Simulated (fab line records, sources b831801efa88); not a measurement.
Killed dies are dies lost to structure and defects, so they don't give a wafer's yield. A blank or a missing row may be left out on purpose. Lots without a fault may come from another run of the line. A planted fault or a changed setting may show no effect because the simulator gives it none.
Split-lot experiment | flow sfq_line | 5 lots, 23 wafers read, on a route of 325 steps

THE SPLIT
At SFQ_TRILAYER_M6_LITHO_COAT_164 (resist thk 62 nm), the setting resist_thk_nm was moved away from the recipe's 62 nm on 8 of the 23 wafers read, by -4.9% to +1.7%. The other wafers ran this setting at the recipe's value.

The reading is taken at the split's own step.

THE READING
BARC_of_TRILAYER_M6_LITHO_COAT_164.thk_nm (the simulator's own value, which no gauge read), in nm, at SFQ_TRILAYER_M6_LITHO_COAT_164 (resist thk 62 nm). The file gives no usual value for it. The 15 wafers here that ran the recipe average 61.94 nm, standard deviation 0.14 nm.

wafer  | tool, chamber at the split | resist_thk_nm as run, nm | against the recipe | BARC_of_TRILAYER_M6_LITHO_COAT_164.thk_nm, nm | against lot-mates on the recipe
L074.1 | litho_track-04, 0          | 62                       | recipe             | 61.73                                         | -
L074.4 | litho_track-04, 0          | 62                       | recipe             | 61.61                                         | -
L074.5 | litho_track-04, 0          | 62                       | recipe             | 61.8                                          | -
L076.1 | litho_track-03, 0          | 59.47                    | -4.1%              | 59.45                                         | -2.55
L076.2 | litho_track-03, 0          | 62                       | recipe             | 62.13                                         | -
L076.3 | litho_track-03, 0          | 62                       | recipe             | 61.96                                         | -
L076.4 | litho_track-03, 0          | 59.47                    | -4.1%              | 59.47                                         | -2.53
L076.5 | litho_track-03, 0          | 62                       | recipe             | 61.9                                          | -
L079.1 | litho_track-03, 0          | 63.05                    | +1.7%              | 63                                            | +1.09
L079.2 | litho_track-03, 0          | 62                       | recipe             | 61.94                                         | -
L079.3 | litho_track-03, 0          | 63.05                    | +1.7%              | 62.92                                         | +1.01
L079.4 | litho_track-03, 0          | 62                       | recipe             | 61.89                                         | -
L079.6 | litho_track-03, 0          | 63.05                    | +1.7%              | 63.12                                         | +1.20
L080.1 | litho_track-01, 0          | 62                       | recipe             | 62.06                                         | -
L080.2 | litho_track-01, 0          | 62                       | recipe             | 61.89                                         | -
L080.4 | litho_track-01, 0          | 62                       | recipe             | 62.04                                         | -
L080.5 | litho_track-01, 0          | 62                       | recipe             | 61.94                                         | -
L080.6 | litho_track-01, 0          | 62                       | recipe             | 62.12                                         | -
L084.1 | litho_track-04, 0          | 58.98                    | -4.9%              | 59.08                                         | -2.98
L084.2 | litho_track-04, 0          | 58.98                    | -4.9%              | 58.95                                         | -3.11
L084.4 | litho_track-04, 0          | 58.98                    | -4.9%              | 58.95                                         | -3.11
L084.3 | litho_track-04, 0          | 62                       | recipe             | 62.12                                         | -
L084.5 | litho_track-04, 0          | 62                       | recipe             | 62.01                                         | -

THE FIT
A straight line over all 23 wafers: BARC_of_TRILAYER_M6_LITHO_COAT_164.thk_nm changes by +0.61 nm for each +1% of resist_thk_nm; r = +1.00; the points scatter about the line by 0.13 nm.
The same after taking each lot's own level away (the mean of its wafers on the recipe; 23 wafers): +0.63 nm for each +1%; r = +1.00; scatter 0.077 nm.
On that fit, the largest move of resist_thk_nm shifts the reading by 3.1 nm.
The lots' own levels span 61.713 to 62.065 nm, that is 2.4 times the standard deviation above.
So the lot-to-lot level changes the slope little: the two slopes agree.
Check: with one of the wafers moved furthest among these (-4.9%) left out of the fit, the line predicts -3.09 nm for it against its lot-mates. It came out at -2.98 nm against them.

OTHER SPLITS ON THESE WAFERS
These wafers also went through other splits before the reading. Each is held against what the fit with the lots' levels taken away leaves over:
other split on the same wafers           | wafers away from the commonest value | r with BARC_of_TRILAYER_M6_LITHO_COAT_164.thk_nm (lot level and that fit taken away)
SFQ_TRILAYER_C5_LITHO_EXPOSE_152 dose_mj | 7                                    | -0.42

THE FILE'S OWN FIT
BARC_of_TRILAYER_M6_LITHO_COAT_164.thk_nm changes by +0.628 nm for each +1% of resist_thk_nm, r = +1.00.
